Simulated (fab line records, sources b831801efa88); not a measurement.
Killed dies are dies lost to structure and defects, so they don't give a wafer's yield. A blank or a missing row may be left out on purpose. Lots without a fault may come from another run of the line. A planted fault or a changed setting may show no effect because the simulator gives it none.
Which tool did it? | flow gf180mcu | 14 lots, 42 wafers sampled, at 5 steps of a route of 602

WHAT THE GAUGES READ, wafer by wafer
GF_VT_IMPLANT_TW_MEAS_10.
lot  | measured     | on            | VT_IMPLANT_TW
L178 | day 5 16:30  | film_metro-03 | 559 558 560
L180 | day 6 09:33  | film_metro-03 | 559 562 558
L182 | day 7 02:55  | film_metro-03 | 557 559 558
L183 | day 7 12:11  | film_metro-03 | 558 563 559
L184 | day 7 16:44  | film_metro-03 | 558 557 559
L187 | day 8 10:36  | film_metro-02 | 555 557 557
L189 | day 8 17:58  | film_metro-02 | 551 556 556
L195 | day 10 03:44 | film_metro-03 | 558 559 558
L196 | day 10 12:10 | film_metro-02 | 556 556 554
L197 | day 10 15:37 | film_metro-01 | 549 552 550
L198 | day 10 19:52 | film_metro-01 | 550 551 553
L199 | day 11 03:49 | film_metro-02 | 558 558 554
L200 | day 11 11:39 | film_metro-01 | 554 555 558
L201 | day 11 15:17 | film_metro-03 | 551 554 555

GF_HV_LDD_TW_MEAS_23.
lot  | measured     | on            | HV_LDD_2_TW
L178 | day 11 00:19 | film_metro-01 | 1046 1051 1055
L180 | day 11 17:31 | film_metro-01 | 1060 1056 1060
L182 | day 12 14:16 | film_metro-04 | 1053 1059 1062
L183 | day 13 03:17 | film_metro-04 | 1054 1052 1054
L184 | day 13 09:53 | film_metro-01 | 1060 1062 1059
L187 | day 14 07:19 | film_metro-02 | 1059 1056 1052
L189 | day 14 17:02 | film_metro-04 | 1046 1048 1041
L195 | day 16 09:10 | film_metro-04 | 1059 1052 1055
L196 | day 16 23:53 | film_metro-01 | 1235 1235 1230
L197 | day 17 06:56 | film_metro-01 | 1239 1243 1237
L198 | day 17 09:37 | film_metro-04 | 1052 1047 1053
L199 | day 17 15:59 | film_metro-04 | 1053 1053 1052
L200 | day 18 10:32 | film_metro-02 | 1056 1051 1059
L201 | day 18 09:23 | film_metro-01 | 1055 1055 1053

GF_HV_LDD_TW_MEAS_38.
lot  | measured     | on            | HV_LDD_3_TW
L178 | day 11 20:01 | film_metro-04 | 1428 1428 1420
L180 | day 12 13:22 | film_metro-01 | 1433 1426 1431
L182 | day 13 12:02 | film_metro-04 | 1430 1434 1433
L183 | day 13 23:56 | film_metro-02 | 1430 1437 1436
L184 | day 14 07:31 | film_metro-02 | 1438 1442 1430
L187 | day 15 05:38 | film_metro-04 | 1427 1428 1425
L189 | day 15 14:52 | film_metro-04 | 1435 1426 1433
L195 | day 17 09:01 | film_metro-01 | 1439 1429 1435
L196 | day 17 23:43 | film_metro-02 | 1438 1437 1438
L197 | day 18 07:31 | film_metro-04 | 1420 1421 1413
L198 | day 18 10:01 | film_metro-01 | 1432 1436 1426
L199 | day 18 16:46 | film_metro-01 | 1435 1435 1429
L200 | day 19 11:59 | film_metro-02 | 1432 1438 1436
L201 | day 19 10:39 | film_metro-02 | 1439 1439 1435

GF_HV_LDD_THK_MEAS_55.
lot  | measured     | on            | HV_LDD_CVD_54_THK (nm)
L178 | day 12 17:20 | film_metro-04 | 10.32 10.20 10.27
L180 | day 13 11:03 | film_metro-01 | 9.86 9.92 10.00
L182 | day 14 09:36 | film_metro-04 | 9.93 9.91 10.08
L183 | day 14 22:08 | film_metro-02 | 10.15 10.13 10.16
L184 | day 15 07:04 | film_metro-02 | 9.86 9.93 9.74
L187 | day 16 05:30 | film_metro-01 | 9.86 9.99 9.87
L189 | day 16 14:10 | film_metro-01 | 9.90 10.03 9.73
L195 | day 18 10:53 | film_metro-04 | 9.84 9.85 9.85
L196 | day 19 01:53 | film_metro-01 | 9.97 9.84 10.11
L197 | day 19 09:09 | film_metro-02 | 9.82 9.81 9.87
L198 | day 19 11:49 | film_metro-01 | 9.88 10.00 9.79
L199 | day 19 19:24 | film_metro-01 | 9.93 9.86 9.97
L200 | day 20 14:21 | film_metro-02 | 10.04 10.08 10.13
L201 | day 20 12:45 | film_metro-02 | 9.95 9.95 9.74

WHICH TOOL RAN EACH LOT (tool, then ch and the chambers of the sampled wafers, then the start)
lot  | GF_HV_LDD_IMPLANT_21
L178 | implanter-02 ch 0, day 11 00:04
L180 | implanter-03 ch 0, day 11 17:17
L182 | implanter-02 ch 0, day 12 14:01
L183 | implanter-02 ch 0, day 13 03:04
L184 | implanter-03 ch 0, day 13 09:38
L187 | implanter-04 ch 0, day 14 07:04
L189 | implanter-04 ch 0, day 14 16:49
L195 | implanter-02 ch 0, day 16 08:55
L196 | implanter-04 ch 0, day 16 23:41
L197 | implanter-04 ch 0, day 17 06:43
L198 | implanter-03 ch 0, day 17 09:23
L199 | implanter-02 ch 0, day 17 15:46
L200 | implanter-02 ch 0, day 18 10:17
L201 | implanter-02 ch 0, day 18 09:10
- GF_HV_LDD_IMPLANT_21

WHAT THE TOOLS THEMSELVES READ (means of the sampled wafers that have a number; where no wafer has one, the mark that the record gives instead)
GF_HV_LDD_IMPLANT_21.
lot  | tool         | dose_ions_cm2 | end_station_pressure_torr (Torr) | faraday_current_uA
L178 | implanter-02 | 4.995e+13     | 5.2e-06                          | 290
L180 | implanter-03 | 4.994e+13     | 5.5e-06                          | 282
L182 | implanter-02 | 4.998e+13     | 5.4e-06                          | 284
L183 | implanter-02 | 4.998e+13     | 5.4e-06                          | 282
L184 | implanter-03 | 5.009e+13     | 5.1e-06                          | 277
L187 | implanter-04 | 5.002e+13     | 5.1e-06                          | 279
L189 | implanter-04 | 5.001e+13     | 5.1e-06                          | 286
L195 | implanter-02 | 5.002e+13     | 5.1e-06                          | 281
L196 | implanter-04 | 8.403e+13     | 5.2e-06                          | 469
L197 | implanter-04 | 8.404e+13     | 5.3e-06                          | 477
L198 | implanter-03 | 4.999e+13     | 5.1e-06                          | 281
L199 | implanter-02 | 5.005e+13     | 5.2e-06                          | 281
L200 | implanter-02 | 5.003e+13     | 5.3e-06                          | 285
L201 | implanter-02 | 4.997e+13     | 5.2e-06                          | 282

THE ANSWER, worked out from the rows above alone
Rule: what is usual is taken from the lots themselves. Put in order of their means at a reading, lots are off if they are a third of the lots or fewer, leave a main group of 4 or more, and stand apart from it by a gap of 3 or more times the standard deviation of the main group's means; of several such gaps the widest counts. A main group whose means are all the same, to the digits that the tables above print for the reading, isn't used. A lot without any number at a reading at which 4 lots or more have one is off too. The other lots that the step has rows for count as sound. The gauges are gone through in route order, then the tools' own readings, and for those a lot's mean is taken as printed above. The first step at which some lot is off is used, and at that step the reading that is off furthest; a lot without a number counts as furthest.
Off: L196, L197, at GF_HV_LDD_TW_MEAS_23 (HV_LDD_2_TW). The main group: mean 1054, standard deviation 4.
A tool fits if, at a process step before that reading, it ran every lot that is off, and no sound lot after the first of them. The gauges at GF_HV_LDD_TW_MEAS_23 aren't tried: what is off there is off at GF_HV_LDD_IMPLANT_21 too, on other tools, and a gauge's error can't cause that. One fits: implanter-04 at GF_HV_LDD_IMPLANT_21. Its last sound lot is L189 (day 14 16:49), its first lot that is off L196 (day 16 23:41): a fault that began between those two fits.
The tool's own readings at GF_HV_LDD_IMPLANT_21 bear it out: on the lots that are off they differ by more than 5 times the standard deviation of the sound lots' means. dose_ions_cm2 reads 8.404e+13 there against 5.000e+13 on the sound lots; faraday_current_uA reads 473 there against 282 on the sound lots.

WHAT THE SIMULATOR HAD PUT IN
Process parameter drift: implanter-04, from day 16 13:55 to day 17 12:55, at GF_HV_LDD_IMPLANT_21. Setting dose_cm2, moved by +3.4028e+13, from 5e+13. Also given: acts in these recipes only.
Lots struck among those shown: L196, L197. The rule above found the same.
